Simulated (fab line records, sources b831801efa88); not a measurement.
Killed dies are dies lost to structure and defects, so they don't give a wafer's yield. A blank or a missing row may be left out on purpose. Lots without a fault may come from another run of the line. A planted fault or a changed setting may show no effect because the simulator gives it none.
Which tool did it? | flow sky130 | 10 lots, 30 wafers sampled, at 6 steps of a route of 708

WHAT THE GAUGES READ, wafer by wafer
SKY_CAPM_OVL_MEAS_12. Usual: CAPM_OVL -0.2 nm, standard deviation 1.4.
lot  | measured     | on         | CAPM_OVL (nm)  | flag
L787 | day 38 13:26 | overlay-01 | 0.3 -1.4 0.8   |
L788 | day 39 06:50 | overlay-02 | -2.5 0.0 1.0   |
L792 | day 40 10:19 | overlay-02 | -0.1 -2.4 -2.1 |
L794 | day 41 11:35 | overlay-01 | -0.7 -1.9 -2.2 |
L796 | day 41 17:27 | overlay-02 | -1.0 1.4 -0.7  |
L797 | day 41 17:46 | overlay-01 | -1.7 -1.4 -0.4 |
L798 | day 42 03:48 | overlay-02 | -0.7 -2.2 -1.1 |
L801 | day 42 16:26 | overlay-02 | -1.3 -2.5 -2.4 |
L804 | day 43 12:32 | overlay-01 | 2.0 0.1 0.4    |
L808 | day 44 13:10 | overlay-02 | -1.2 1.1 0.5   |

SKY_VIA3_OVL_MEAS_13. Usual: VIA3_OVL 0 nm, standard deviation 5.8.
lot  | measured     | on         | VIA3_OVL (nm) | flag
L787 | day 40 18:56 | overlay-01 | -4 -3 0       |
L788 | day 41 09:15 | overlay-01 | -6 -9 -3      |
L792 | day 42 13:11 | overlay-02 | 2 10 -2       |
L794 | day 43 13:17 | overlay-02 | -2 -6 1       |
L796 | day 43 19:18 | overlay-02 | 10 2 5        |
L797 | day 43 19:47 | overlay-02 | -16 -13 -1    |
L798 | day 44 04:06 | overlay-02 | 4 1 5         |
L801 | day 44 19:24 | overlay-02 | -5 -2 -9      |
L804 | day 45 11:50 | overlay-01 | -10 -8 -6     |
L808 | day 46 11:16 | overlay-01 | 3 -12 1       |

SKY_CAP2M_RS_MEAS_03: measures by four-point-probe. Usual: CAP2M_TIN_RS 6.94 ohm/sq, standard deviation 0.08.
lot  | measured     | on            | CAP2M_TIN_RS (ohm/sq) | flag
L787 | day 40 21:05 | film_metro-01 | 7.11 6.97 7.06        |
L788 | day 41 11:02 | film_metro-03 | 6.94 6.79 6.91        |
L792 | day 42 14:56 | film_metro-04 | 7.07 6.97 7.05        |
L794 | day 43 15:07 | film_metro-03 | 6.97 6.98 7.04        |
L796 | day 43 22:20 | film_metro-03 | 6.96 6.96 6.96        |
L797 | day 43 22:26 | film_metro-01 | 6.88 6.84 6.88        |
L798 | day 44 05:51 | film_metro-03 | 6.88 7.01 6.98        |
L801 | day 44 21:09 | film_metro-01 | 7.32 7.26 7.30        | OFF
L804 | day 45 13:37 | film_metro-01 | 7.16 7.25 7.27        | OFF
L808 | day 46 13:01 | film_metro-03 | 6.89 6.93 6.91        |

SKY_CAP2M_THK_MEAS_04: measures by xrf. Usual: CAP2M_TIN_THK 198.8 nm, standard deviation 2.2.
lot  | measured     | on            | CAP2M_TIN_THK (nm) | flag
L787 | day 40 21:13 | film_metro-01 | 194.1 198.1 195.8  |
L788 | day 41 11:08 | film_metro-03 | 199.0 204.2 200.1  |
L792 | day 42 15:04 | film_metro-04 | 193.4 197.0 193.8  |
L794 | day 43 15:14 | film_metro-03 | 198.5 199.1 196.6  |
L796 | day 43 22:26 | film_metro-03 | 198.8 198.7 198.3  |
L797 | day 43 22:34 | film_metro-01 | 199.7 200.4 198.7  |
L798 | day 44 05:58 | film_metro-03 | 200.8 197.1 198.0  |
L801 | day 44 21:16 | film_metro-01 | 188.2 190.0 189.0  | OFF
L804 | day 45 13:43 | film_metro-01 | 192.9 190.8 190.1  | OFF
L808 | day 46 13:08 | film_metro-03 | 200.1 199.4 200.5  |

WHICH TOOL RAN EACH LOT (tool, then ch and the chambers of the sampled wafers, then the start)
lot  | SKY_METAL3_DESCUM_15              | SKY_CAP2M_SPUTTER_02
L787 | rie_metal-04 ch 0,1, day 39 16:24 | pvd_sputter-02, day 40 20:59
L788 | rie_metal-04 ch 0, day 40 08:25   | pvd_sputter-04, day 41 10:54
L792 | rie_metal-02 ch 0,1, day 41 11:44 | pvd_sputter-02, day 42 14:50
L794 | rie_metal-02 ch 0, day 42 12:19   | pvd_sputter-02, day 43 15:00
L796 | rie_metal-03 ch 0,1, day 42 17:52 | pvd_sputter-02, day 43 22:11
L797 | rie_metal-02 ch 0,1, day 42 18:23 | pvd_sputter-04, day 43 22:20
L798 | rie_metal-04 ch 0,1, day 43 04:31 | pvd_sputter-02, day 44 05:43
L801 | rie_metal-02 ch 0,1, day 43 16:44 | pvd_sputter-02, day 44 21:01
L804 | rie_metal-03 ch 0,1, day 44 11:56 | pvd_sputter-02, day 45 13:27
L808 | rie_metal-02 ch 1, day 45 12:00   | pvd_sputter-03, day 46 12:54
- SKY_METAL3_DESCUM_15: chemistry O2, time 8 s.
- SKY_CAP2M_SPUTTER_02: material TiN, target thk 200 nm, time 166.7 s.

WHAT THE TOOLS THEMSELVES READ (means of the sampled wafers that have a number; where no wafer has one, the mark that the record gives instead)
SKY_METAL3_DESCUM_15. Usual: drypump_motor_current_A 5.9 A, standard deviation 0.31; oes_product_au 0.986 a.u., standard deviation 0.016.
lot  | tool         | drypump_motor_current_A (A) | oes_product_au (a.u.) | flag
L787 | rie_metal-04 | 6.3                         | 0.985                 |
L788 | rie_metal-04 | 5.6                         | 0.988                 |
L792 | rie_metal-02 | 5.8                         | 0.966                 |
L794 | rie_metal-02 | 6.1                         | 0.992                 |
L796 | rie_metal-03 | 5.8                         | 0.992                 |
L797 | rie_metal-02 | 6.0                         | 0.981                 |
L798 | rie_metal-04 | 6.2                         | 1.003                 |
L801 | rie_metal-02 | 6.0                         | 0.986                 |
L804 | rie_metal-03 | 5.8                         | 0.992                 |
L808 | rie_metal-02 | 5.7                         | 0.949                 |

SKY_CAP2M_SPUTTER_02. Usual: chamber_pressure_pa 0.4001 Pa, standard deviation 0.00093; throttle_valve_pct 29.8 %, standard deviation 1.2.
lot  | tool           | chamber_pressure_pa (Pa) | throttle_valve_pct (%) | flag
L787 | pvd_sputter-02 | 0.3999                   | 29.8                   |
L788 | pvd_sputter-04 | 0.4004                   | 30.5                   |
L792 | pvd_sputter-02 | 0.4006                   | 30.0                   |
L794 | pvd_sputter-02 | 0.4003                   | 31.1                   |
L796 | pvd_sputter-02 | 0.4001                   | 30.1                   |
L797 | pvd_sputter-04 | 0.4005                   | 29.9                   |
L798 | pvd_sputter-02 | 0.4004                   | 29.5                   |
L801 | pvd_sputter-02 | 0.5328                   | 25.1                   | OFF
L804 | pvd_sputter-02 | 0.5341                   | 25.4                   | OFF
L808 | pvd_sputter-03 | 0.4008                   | 29.9                   |

THE ANSWER, worked out from the rows above alone
Rule: a lot is off if the mean of its wafers that have a number lies more than 3 standard deviations from the usual mean. A lot without any number at a reading at which 4 lots or more have one is off too. The other lots that the step has rows for count as sound. The gauges are gone through in route order, then the tools' own readings, and for those a lot's mean is taken as printed above. The first step at which some lot is off is used, and at that step the reading that is off furthest; a lot without a number counts as furthest.
Off: L801, L804, at SKY_CAP2M_RS_MEAS_03 (CAP2M_TIN_RS).
A tool fits if, at a process step before that reading, it ran every lot that is off, and no sound lot after the first of them. The gauges at SKY_CAP2M_RS_MEAS_03 aren't tried: what is off there is off at SKY_CAP2M_SPUTTER_02 too, on other tools, and a gauge's error can't cause that. One fits: pvd_sputter-02 at SKY_CAP2M_SPUTTER_02. Its last sound lot is L798 (day 44 05:43), its first lot that is off L801 (day 44 21:01): a fault that began between those two fits.
The tool's own readings at SKY_CAP2M_SPUTTER_02 bear it out: on the lots that are off they differ by more than 5 times the standard deviation of the sound lots' means. chamber_pressure_pa reads 0.5334 Pa there against 0.4004 Pa on the sound lots; throttle_valve_pct reads 25.2 % there against 30.1 % on the sound lots.

WHAT THE SIMULATOR HAD PUT IN
Process parameter drift: pvd_sputter-02, from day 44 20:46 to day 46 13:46, at SKY_CAP2M_SPUTTER_02. Setting chamber_pressure_pa, moved by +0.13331, from 0.4. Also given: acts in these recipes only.
Lots struck among those shown: L801, L804. The rule above found the same.
